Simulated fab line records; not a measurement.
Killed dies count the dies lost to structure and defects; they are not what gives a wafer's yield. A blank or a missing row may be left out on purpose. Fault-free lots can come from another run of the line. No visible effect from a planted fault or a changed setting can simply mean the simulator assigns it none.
fab line records | flow sfq_line
record: lots: 5 | wafers: 15 | last_day: 85
route steps=325 shown M3@132 I3@133
lots untouched by any fault: they come from a run of this same line in which no faults occurred
start_h: start of the lot's first displayed wafer, in hours after the record's first day | wait_h: how many hours have passed since the lot's step before this one | " identical to the entry in the row above | L1.1+2: several wafers, shown together as one row | - either no value or no given start | * or withheld: withheld | < > ~ a bound
route shown NAME@n: a module of which the file shows steps, and the number in the route of the first | usual: mean and standard deviation over wafers with no fault | same: alike in all rows | chamber/n: place in a boat | sites: per-site readings | _std_site: their standard deviation | _edge_site: mean of outer sites minus mean of inner sites | radius_mm: how far each site lies from the wafer's centre | mask NAME#n: copy n | behind: the last tool/chamber to shape the wafer | hold: what put the lot on hold/how long, in hours/how the hold closed | device: the transistor (n, p or np) that didn't switch | end of line: tests run on the same wafers once the route is complete | a step with no rows: only its recipe | killed: at the first sort, the dies lost to defects and structure; wafer yield is something else | map: a wafer's dies, marking killed ones x, the rest . and places with no die _
set.NAME: the setting that was run; set.NAME@STEP: the one run at that earlier step | model.NAME: the simulator's own value behind a step, which no gauge read
certain route steps with their lots: each step a table, each wafer a row
services: when a tool's chamber went out of use (start_h, in hours from the record's first day, below 0 if earlier), for how many hours, and the reason
== steps ==
step: SFQ_TRILAYER_M3_STRIP_SOLV_CLEAN_080
recipe: chemistry: NMP | temp_c: 70 | time_s: 600
step: SFQ_TRILAYER_I3_DEP_PECVD_081
recipe: material: SiO2 | temp_c: 150 | time_s: 111.11 | pressure_torr: 2.4 | rf_w: 183.3 | precursor: SiH4/N2O | target_thk_nm: 500
usual: heater_power_outer_w: 28/5.6 | heater_power_w: 81/10 | throttle_valve_pct: 25.0/1.3
lot.wafer | tool     | chamber | start_h | wait_h | heater_power_outer_w | heater_power_w | throttle_valve_pct
L154.1    | pecvd-03 | 1       | 851.49  | 0.0    | 28                   | 81             | 26.0
L154.2    | "        | 2       | "       | "      | 26                   | 86             | 27.2
L154.3    | "        | 0       | "       | "      | 36                   | 89             | 24.8
L156.2    | pecvd-03 | 0       | 872.96  | 0.0    | 30                   | 84             | 24.6
L156.3    | "        | 1       | "       | "      | 24                   | 74             | 25.9
L156.5    | "        | 0       | "       | "      | 33                   | 88             | 24.6
L160.2    | pecvd-04 | 2       | 935.62  | 0.0    | 34                   | 82             | 24.2
L160.4    | "        | 1       | "       | "      | 28                   | 88             | 24.3
L160.5    | "        | 0       | "       | "      | 14                   | 54             | 25.3
L165.1    | pecvd-03 | 0       | 1120.71 | 0.0    | 34                   | 89             | 24.8
L165.2    | "        | 2       | "       | "      | 29                   | 88             | 27.1
L165.3    | "        | 1       | "       | "      | 27                   | 80             | 26.0
L168.1    | pecvd-02 | 2       | 1129.11 | 0.0    | 35                   | 98             | 23.5
L168.3    | "        | 1       | "       | "      | 30                   | 85             | 22.4
L168.4    | "        | 1       | "       | "      | 31                   | 84             | 22.6
step: SFQ_TRILAYER_I3_CMP_CMP_082
recipe: material: SiO2 | down_force_psi: 3 | platen_rpm: 60 | pad_velocity_m_s: 0.94248
usual: motor_current_A: 10.3/1.1 | retaining_ring_pressure_frac: 1.001/0.0048 | time_to_endpoint_s: 213/6.8
lot.wafer | tool   | chamber | start_h | wait_h | motor_current_A | retaining_ring_pressure_frac | time_to_endpoint_s
L154.3    | cmp-02 | 2       | 860.93  | 9.4    | 11.1            | 1.002                        | 208
L154.1    | "      | 3       | "       | "      | 12.6            | 1.001                        | 208
L154.2    | "      | 0       | "       | "      | 9.7             | 0.991                        | 205
L156.2    | cmp-01 | 0       | 878.50  | 5.5    | 11.2            | 0.997                        | 225
L156.3    | "      | 3       | 880.00  | 7.0    | 10.1            | 1.005                        | 211
L156.5    | "      | 1       | 881.00  | 8.0    | 10.0            | 1.003                        | 223
L160.4    | cmp-01 | 0       | 939.18  | 3.5    | 11.1            | 1.003                        | 222
L160.2    | "      | 2       | 940.18  | 4.5    | 8.1             | 0.996                        | 215
L160.5    | "      | 1       | 941.68  | 6.0    | 9.7             | 1.003                        | 216
L165.2    | cmp-02 | 2       | 1122.50 | 1.8    | 10.9            | 1.009                        | 211
L165.1    | "      | 3       | "       | "      | 11.5            | 0.995                        | 216
L165.3    | "      | 0       | "       | "      | 10.3            | 1.003                        | 205
L168.4    | cmp-02 | 3       | 1129.19 | 0.0    | 11.4            | 1.009                        | 211
L168.3    | "      | 0       | "       | "      | 10.1            | 0.997                        | 208
L168.1    | "      | 1       | "       | "      | 11.1            | 1.009                        | 203
step: SFQ_I3_BOW_MEAS_922
recipe: mode: bow
usual: I3_BOW: 0/9.2
lot.wafer | tool          | chamber | start_h | wait_h | I3_BOW[um]
L154.1    | film_metro-03 | -       | 863.43  | 1.5    | 0
L154.2    | "             | -       | "       | "      | 4
L154.3    | "             | -       | "       | "      | 5
L156.2    | film_metro-01 | -       | 881.52  | 2.5    | 17
L156.3    | "             | -       | "       | "      | 5
L156.5    | "             | -       | "       | "      | 22
L160.2    | film_metro-01 | -       | 942.20  | 1.5    | 1
L160.4    | "             | -       | "       | "      | 10
L160.5    | "             | -       | "       | "      | 6
L165.1    | film_metro-03 | -       | 1125.50 | 2.0    | -3
L165.2    | "             | -       | "       | "      | 19
L165.3    | "             | -       | "       | "      | 2
L168.1    | film_metro-04 | -       | 1132.19 | 1.5    | -15
L168.3    | "             | -       | "       | "      | -5
L168.4    | "             | -       | "       | "      | 4
step: SFQ_TRILAYER_I3_METRO_MEASURE_083
usual: thk_nm: 199.6/0.92
lot.wafer | tool          | chamber | start_h | wait_h | thk_nm
L154.1    | film_metro-03 | -       | 863.55  | 0.1    | 200.8
L154.2    | "             | -       | "       | "      | 201.2
L154.3    | "             | -       | "       | "      | 200.3
L156.2    | film_metro-01 | -       | 881.82  | 0.3    | 201.2
L156.3    | "             | -       | "       | "      | 201.2
L156.5    | "             | -       | "       | "      | 201.1
L160.2    | film_metro-01 | -       | 942.50  | 0.3    | 199.1
L160.4    | "             | -       | "       | "      | 199.3
L160.5    | "             | -       | "       | "      | 198.6
L165.1    | film_metro-03 | -       | 1125.62 | 0.1    | 198.7
L165.2    | "             | -       | "       | "      | 199.6
L165.3    | "             | -       | "       | "      | 199.6
L168.1    | film_metro-04 | -       | 1132.31 | 0.1    | 200.3
L168.3    | "             | -       | "       | "      | 199.9
L168.4    | "             | -       | "       | "      | 199.8
step: SFQ_TRILAYER_I3_VIA_LITHO_COAT_090
recipe: resist: BARC | spin_rpm: 3000 | resist_thk_nm: 62
step: SFQ_TRILAYER_I3_VIA_LITHO_COAT_085
recipe: resist: KrF | spin_rpm: 3000 | resist_thk_nm: 650
step: SFQ_TRILAYER_I3_VIA_LITHO_SOFTBAKE_089
recipe: temp_c: withheld | time_s: withheld | resist: KrF
step: SFQ_TRILAYER_I3_VIA_LITHO_EXPOSE_086
recipe: mask_id: I3 | na: 0.6 | source_shape: conventional | sigma_outer: 0.65 | target_cd_nm: 500 | dose_mj: 21.3
step: SFQ_TRILAYER_I3_VIA_LITHO_PEB_088
recipe: peb_temp_c: 115 | peb_time_s: 60 | resist: KrF
step: SFQ_TRILAYER_I3_VIA_LITHO_DEVELOP_087
recipe: time_s: 60 | resist: KrF
step: SFQ_I3_OVL_MEAS_923
usual: I3_OVL: 1/4.9
lot.wafer | tool       | chamber | start_h | wait_h | I3_OVL[nm]
L154.1    | overlay-01 | -       | 867.00  | 0.1    | -1
L154.2    | "          | -       | "       | "      | 5
L154.3    | "          | -       | "       | "      | -2
L156.2    | overlay-02 | -       | 885.08  | 0.1    | 1
L156.3    | "          | -       | "       | "      | 4
L156.5    | "          | -       | "       | "      | 3
L160.2    | overlay-02 | -       | 946.92  | 0.1    | 6
L160.4    | "          | -       | "       | "      | -1
L160.5    | "          | -       | "       | "      | 5
L165.1    | overlay-01 | -       | 1140.11 | 0.1    | -1
L165.2    | "          | -       | "       | "      | -2
L165.3    | "          | -       | "       | "      | 2
L168.1    | overlay-01 | -       | 1148.31 | 0.1    | -2
L168.3    | "          | -       | "       | "      | -2
L168.4    | "          | -       | "       | "      | -2
step: SFQ_TRILAYER_I3_VIA_BARC_OPEN_VIA_ETCH_121
recipe: mask_material: PR | chemistry: O2 | target_depth_nm: 125 | target: BARC | source_w: 500 | bias_w: 80 | pressure_mtorr: 31.3 | time_s: 41.7
usual: drypump_motor_current_A: 5.9/0.47 | oes_product_au: 0.686/0.0043
lot.wafer | tool        | chamber | start_h | wait_h | drypump_motor_current_A | oes_product_au | rf_hours_counter_h | model.KrF_of_TRILAYER_I3_VIA_LITHO_COAT_085.thk_nm
L154.1    | rie_diel-01 | 0       | 867.04  | 0.0    | 6.7                     | 0.686          | 1                  | 572.8
L154.2    | "           | 3       | "       | "      | 5.8                     | 0.677          | 5                  | 572.6
L154.3    | "           | 1       | "       | "      | 6.3                     | 0.689          | 9                  | 574
L156.2    | rie_diel-01 | 2       | 885.11  | 0.0    | 5.5                     | 0.685          | 1                  | 574.9
L156.3    | "           | 0       | "       | "      | 6.7                     | 0.685          | 1                  | 595
L156.5    | "           | 0       | "       | "      | 6.7                     | 0.682          | -                  | 596.5
L160.2    | rie_diel-04 | 3       | 946.95  | 0.0    | 5.9                     | 0.683          | 8                  | 573.6
L160.4    | "           | 0       | "       | "      | 6.2                     | 0.692          | 1                  | 573.6
L160.5    | "           | 1       | "       | "      | 5.4                     | 0.680          | -                  | 573.5
L165.1    | rie_diel-02 | 1       | 1140.15 | 0.0    | 6.4                     | 0.682          | 12                 | 573.4
L165.2    | "           | 0       | "       | "      | 5.9                     | 0.689          | 6                  | 573.4
L165.3    | "           | 2       | "       | "      | 5.0                     | 0.689          | 7                  | 573.1
L168.1    | rie_diel-01 | 3       | 1148.35 | 0.0    | 5.8                     | 0.687          | 9                  | 573.1
L168.3    | "           | 1       | "       | "      | 6.3                     | 0.678          | 13                 | 574.7
L168.4    | "           | 2       | "       | "      | 5.5                     | 0.682          | 4                  | 572
step: SFQ_TRILAYER_I3_VIA_ETCH_VIA_ETCH_088
recipe: target: SiO2 | stop_on: Nb | mask_material: PR | taper_deg: 20 | chemistry: CHF3 | target_depth_nm: 260 | source_w: 500 | bias_w: 80 | pressure_mtorr: 30 | time_s: withheld
usual: drypump_motor_current_A: 5.9/0.47 | oes_product_au: 0.853/0.0044
lot.wafer | tool        | chamber | start_h | wait_h | drypump_motor_current_A | oes_product_au | model.KrF_of_TRILAYER_I3_VIA_LITHO_COAT_085.thk_nm
L154.1    | rie_diel-01 | 0       | 867.08  | 0.0    | 6.7                     | 0.859          | 528.3
L154.2    | "           | 3       | "       | "      | 5.8                     | 0.859          | 527.8
L154.3    | "           | 1       | "       | "      | 6.3                     | 0.858          | 530.2
L156.2    | rie_diel-01 | 2       | 885.15  | 0.0    | 5.5                     | 0.860          | 530.2
L156.3    | "           | 0       | "       | "      | 6.7                     | 0.855          | 550.3
L156.5    | "           | 0       | "       | "      | 6.8                     | 0.849          | 551.6
L160.2    | rie_diel-04 | 3       | 946.99  | 0.0    | 5.9                     | 0.854          | 529.2
L160.4    | "           | 0       | "       | "      | 6.2                     | 0.848          | 529.3
L160.5    | "           | 1       | "       | "      | 5.5                     | 0.847          | 529.1
L165.1    | rie_diel-02 | 1       | 1140.19 | 0.0    | 6.4                     | 0.860          | 529
L165.2    | "           | 0       | "       | "      | 5.9                     | 0.853          | 528.6
L165.3    | "           | 2       | "       | "      | 5.0                     | 0.854          | 528.7
L168.1    | rie_diel-01 | 3       | 1148.39 | 0.0    | 5.8                     | 0.860          | 527.5
L168.3    | "           | 1       | "       | "      | 6.3                     | 0.855          | 530
L168.4    | "           | 2       | "       | "      | 5.5                     | 0.858          | 527.4
step: SFQ_TRILAYER_I3_VIA_STRIP_STRIP_089
recipe: gas: O2 | power_w: 200 | platen_temp_c: 40 | overash_fraction: 0.65 | chemistry: O2 | pressure_mtorr: 50
usual: drypump_motor_current_A: 6.0/0.54 | oes_product_au: 0.999/0.0075
lot.wafer | tool         | chamber | start_h | wait_h | drypump_motor_current_A | oes_product_au | rf_hours_counter_h
L154.1    | rie_metal-02 | 0       | 867.19  | -      | 6.2                     | 1.004          | 132
L154.2    | "            | 1       | "       | "      | 5.2                     | 1.000          | 129
L154.3    | "            | 1       | "       | "      | 5.1                     | 0.994          | -
L156.2    | rie_metal-02 | 0       | 885.26  | -      | 6.1                     | 1.003          | 135
L156.3    | "            | 0       | "       | "      | 6.1                     | 1.010          | -
L156.5    | "            | 1       | "       | "      | 5.2                     | 0.994          | -
L160.2    | rie_metal-02 | 0       | 947.30  | -      | 6.2                     | 1.003          | -
L160.4    | "            | 0       | "       | "      | 6.2                     | 0.994          | -
L160.5    | "            | 0       | "       | "      | 6.2                     | 0.995          | -
L165.1    | rie_metal-02 | 0       | 1140.30 | -      | 6.2                     | 1.001          | 32
L165.2    | "            | 1       | "       | "      | 5.2                     | 0.998          | 20
L165.3    | "            | 1       | "       | "      | 5.2                     | 0.999          | -
L168.1    | rie_metal-03 | 0       | 1148.50 | -      | 6.6                     | 0.993          | 92
L168.3    | "            | 1       | "       | "      | 6.1                     | 1.000          | -
L168.4    | "            | 0       | "       | "      | 6.6                     | 0.997          | -
== services ==
tool          | chamber | start_h | hours | kind
film_metro-01 | -       | 829.58  | 1.3   | pm
film_metro-03 | -       | 831.42  | 0.6   | pm
rie_diel-04   | 0       | 841.40  | 6.8   | repair
cmp-01        | -       | 841.45  | 3.8   | pm
film_metro-01 | -       | 842.12  | 14.8  | repair
film_metro-03 | -       | 845.64  | 2.1   | pm
cmp-01        | -       | 849.16  | 1.2   | repair
rie_diel-04   | 0       | 856.11  | 8.9   | repair
pecvd-03      | 2       | 885.72  | 7.8   | repair
rie_metal-02  | 0       | 886.28  | 3.5   | repair
rie_diel-01   | 1       | 897.97  | 7.8   | repair
rie_metal-02  | -       | 898.73  | 28.1  | pm
cmp-02        | -       | 904.29  | 0.2   | repair
cmp-02        | -       | 919.47  | 4.0   | pm
rie_metal-02  | 1       | 928.93  | 20.3  | repair
cmp-02        | -       | 930.02  | 0.6   | repair
rie_diel-01   | 2       | 941.91  | 12.6  | repair
pecvd-03      | 1       | 978.87  | 9.4   | repair
cmp-02        | -       | 1006.23 | 1.5   | repair
cmp-02        | -       | 1010.65 | 0.4   | repair
cmp-02        | -       | 1014.02 | 3.2   | pm
cmp-02        | -       | 1055.73 | 0.8   | repair
pecvd-03      | 2       | 1077.09 | 4.8   | repair
rie_metal-02  | -       | 1091.76 | 2.8   | pm
== key ==
first_sign none at tools or gauges
model_effect: step: SFQ_TRILAYER_I3_VIA_BARC_OPEN_VIA_ETCH_121 | value: KrF_of_TRILAYER_I3_VIA_LITHO_COAT_085.thk_nm | without: 573.1 | struck: 595.8
model_effect: step: SFQ_TRILAYER_I3_VIA_ETCH_VIA_ETCH_088 | value: KrF_of_TRILAYER_I3_VIA_LITHO_COAT_085.thk_nm | without: 528.3 | struck: 550.9
met_at SFQ_TRILAYER_I3_VIA_BARC_OPEN_VIA_ETCH_121
struck_wafers L156.3,L156.5
onset_between 867.04 885.11
fault: kind: process_parameter_drift | tool: rie_diel-01 | chamber: 0 | onset_h: 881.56 | steps: SFQ_TRILAYER_I3_VIA_BARC_OPEN_VIA_ETCH_121 | channel: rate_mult | offset: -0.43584 | shape: step | end_h: 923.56
